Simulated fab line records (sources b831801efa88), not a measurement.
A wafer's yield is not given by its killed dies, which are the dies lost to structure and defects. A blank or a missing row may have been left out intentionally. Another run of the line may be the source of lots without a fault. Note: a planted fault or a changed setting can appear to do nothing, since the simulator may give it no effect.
Struck lot and sound lot, side by side    flow sfq-line    43 steps out of a route of 325
Sound: these wafers, L548.3, L548.4, L548.5. Struck: wafer L561.5. (L561.1 of the same lot was not struck and is left out.) The cause comes at the end.
At each step with rows: each side's tool, then ch and its chambers, then its first start. Under that, the readings that differ: sound wafers    struck wafers    difference of the means    sigmas: that difference in standard deviations of wafers without a fault.
alike: words and numbers the same on both sides, and readings whose means are apart by under 2 such deviations; not compared: readings that were withheld, readings missing a value for some wafer, numbers with overlapping values and no deviation given by the record, and bounds like >300 which may hide the same value.
Wherever a step has rows on one side only, a row that says differs or no value, or a row with sigmas, the two part there. When numbers do not overlap yet have no deviation, they are printed without sigmas and do not part them. A reading missing from all wafers of one side parts the sides only when that side holds two or more wafers.

first, 3 steps without rows for these wafers: SFQ_TRILAYER_M5_LITHO_EXPOSE_124 (exposes mask M5, target cd 700 nm); SFQ_TRILAYER_M5_LITHO_PEB_126 (peb time 60 s); SFQ_TRILAYER_M5_LITHO_DEVELOP_125 (time 60 s).
SFQ_M5_OVL_MEAS_932:
  sound: overlay-02 at day 46 16:07; struck: overlay-02 at day 50 12:24
  alike: M5_OVL
then, 1 step without rows for these wafers: SFQ_TRILAYER_M5_BARC_OPEN_METAL_ETCH_161 (etches BARC in O2, target depth 125 nm, time 41.7 s).
SFQ_TRILAYER_M5_ETCH_METAL_ETCH_126: etches Nb in Cl2/BCl3, stops on SiO2, time 203.2 s, target depth 265 nm.
  sound on rie-metal-04 ch 0,1, day 46 16:16; struck on rie-metal-03 ch 1, day 50 12:29
  alike: drypump-motor-current-A, oes-product-au
  not compared: rf-hours-counter-h
SFQ_TRILAYER_M5_STRIP_STRIP_127: strips in O2.
  sound on rie-metal-04 ch 0,1, day 46 16:35; struck on rie-metal-03 ch 1, day 50 12:41
  alike: drypump-motor-current-A, oes-product-au
  not compared: rf-hours-counter-h
then, 5 steps without rows for these wafers: SFQ_TRILAYER_M5_STRIP_SOLV_CLEAN_128 (cleans in NMP, time 600 s); SFQ_TRILAYER_A5B_DEP_PECVD_129 (deposits SiO2 from SiH4/N2O, time 133.33 s, target thk 600 nm); SFQ_TRILAYER_A5B_CMP_CMP_130 (polishes, stops on Nb, target thk 340.7 nm); SFQ_TRILAYER_A5B_METRO_MEASURE_131; SFQ_TRILAYER_R5_DEP_SPUTTER_132 (material Ti, target thk 5 nm, time 5 s).
SFQ_TRILAYER_R5_DEP_SPUTTER_133: material MoNx, target thk 40 nm, time 66.7 s.
  sound: pvd-sputter-05 at day 48 05:49; struck: pvd-sputter-05 at day 52 02:49
reading                                                sound                 struck  difference  sigmas
cathode-dc-power-W (W)                                 1000.1 1000.3 999.99  999.77  -0.36       -2
model.MoNx_of_TRILAYER_R5_DEP_SPUTTER_133.thk-nm (nm)  40.06 40.15 39.99     38.44   -1.63       
  alike: throttle-valve-pct
SFQ_TRILAYER_R5_DEP_SPUTTER_134: material Ti, target thk 5 nm, time 5 s.
  sound: pvd-sputter-05 at day 48 05:52; struck: pvd-sputter-05 at day 52 02:52
  alike: cathode-dc-power-W, throttle-valve-pct
SFQ_R5_RS_MEAS_933: measures by four-point-probe.
  sound: film-metro-04 at day 48 05:56; struck: film-metro-01 at day 52 02:53
reading              sound           struck  difference  sigmas
R5_MONX_RS (ohm/sq)  7.03 7.04 7.07  7.32    +0.27       +3
SFQ_R5_THK_MEAS_934: measures by xrf.
  sound: film-metro-04 at day 48 06:02; struck: film-metro-01 at day 52 03:01
reading           sound           struck  difference  sigmas
R5_MONX_THK (nm)  40.5 40.9 40.6  39.0    -1.7        -3
then, 6 steps without rows for these wafers: SFQ_TRILAYER_R5_LITHO_COAT_141 (resist thk 62 nm); SFQ_TRILAYER_R5_LITHO_COAT_136 (resist thk 600 nm); SFQ_TRILAYER_R5_LITHO_SOFTBAKE_140; SFQ_TRILAYER_R5_LITHO_EXPOSE_137 (exposes mask R5, target cd 500 nm); SFQ_TRILAYER_R5_LITHO_PEB_139 (peb time 60 s); SFQ_TRILAYER_R5_LITHO_DEVELOP_138 (time 60 s).
-- the record jumps here: 5 days lie between the struck wafers' starts before and after --
SFQ_R5_OVL_MEAS_935:
  sound: overlay-02 at day 52 08:49; struck: overlay-01 at day 56 19:03
  alike: R5_OVL
SFQ_TRILAYER_R5_BARC_OPEN_METAL_ETCH_177: etches BARC in O2, target depth 125 nm, time 41.7 s.
  sound on rie-metal-01 ch 0,1, day 52 08:51; struck on rie-metal-04 ch 0, day 56 19:05
  alike: drypump-motor-current-A, oes-product-au
  not compared: rf-hours-counter-h
then, 1 step without rows for these wafers: SFQ_TRILAYER_R5_ETCH_METAL_ETCH_139 (etches the open film in Cl2, stops on SiO2, target depth 60 nm, time 40 s).
SFQ_TRILAYER_R5_STRIP_STRIP_140: strips in O2.
  sound on rie-metal-01 ch 0,1, day 52 09:09; struck on rie-metal-04 ch 0, day 56 19:12
reading                sound              struck  difference  sigmas
oes-product-au (a.u.)  0.992 0.983 0.991  1.024   +0.035      +3
  alike: drypump-motor-current-A
  not compared: rf-hours-counter-h
then, 8 steps without rows for these wafers: SFQ_TRILAYER_R5_STRIP_SOLV_CLEAN_141 (cleans in NMP, time 600 s); SFQ_TRILAYER_A5C_DEP_PECVD_142 (deposits SiO2 from SiH4/N2O, time 15.556 s, target thk 70 nm); SFQ_TRILAYER_I5_LITHO_COAT_149 (resist thk 62 nm); SFQ_TRILAYER_I5_LITHO_COAT_144 (resist thk 650 nm); SFQ_TRILAYER_I5_LITHO_SOFTBAKE_148; SFQ_TRILAYER_I5_LITHO_EXPOSE_145 (exposes mask I5, target cd 700 nm); SFQ_TRILAYER_I5_LITHO_PEB_147 (peb time 60 s); SFQ_TRILAYER_I5_LITHO_DEVELOP_146 (time 60 s).
SFQ_I5_OVL_MEAS_936:
  sound: overlay-01 at day 53 01:33; struck: overlay-01 at day 58 05:58
  alike: I5_OVL
then, 7 steps without rows for these wafers: SFQ_TRILAYER_I5_BARC_OPEN_VIA_ETCH_200 (etches BARC in O2, target depth 125 nm, time 41.7 s); SFQ_TRILAYER_I5_ETCH_VIA_ETCH_147 (etches the open film in CHF3, stops on Nb, target depth 360 nm); SFQ_TRILAYER_I5_STRIP_STRIP_148 (strips in O2); SFQ_TRILAYER_I5_STRIP_SOLV_CLEAN_149 (cleans in NMP, time 600 s); SFQ_TRILAYER_C5_LITHO_COAT_156 (resist thk 62 nm); SFQ_TRILAYER_C5_LITHO_COAT_151 (resist thk 650 nm); SFQ_TRILAYER_C5_LITHO_SOFTBAKE_155.
-- the record jumps here: 16 days lie between the struck wafers' starts before and after --
SFQ_M8_BOW_MEAS_951:
  sound: film-metro-01 at day 70 18:15; struck: film-metro-04 at day 74 00:19
reading                  sound              struck  difference  sigmas
model.etest.r5.ohm-um    14.07 14.1 14.13   14.61   +0.51       
model.etest.c5.link-ohm  7.989 7.973 8.011  8.288   +0.297      
model.etest.r5.ohm-sq    7.035 7.019 7.047  7.331   +0.297      
  alike: M8_BOW

## WHERE THEY PART
First at SFQ_TRILAYER_R5_DEP_SPUTTER_133; last, within this record, at SFQ_TRILAYER_R5_STRIP_STRIP_140. Later steps at which nothing parts them and some readings are alike: SFQ_I5_OVL_MEAS_936, SFQ_M8_BOW_MEAS_951.

WHY: what had been put in by the simulator
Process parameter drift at SFQ_TRILAYER_R5_DEP_SPUTTER_133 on pvd-sputter-05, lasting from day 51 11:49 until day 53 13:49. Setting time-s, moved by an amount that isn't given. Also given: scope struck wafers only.
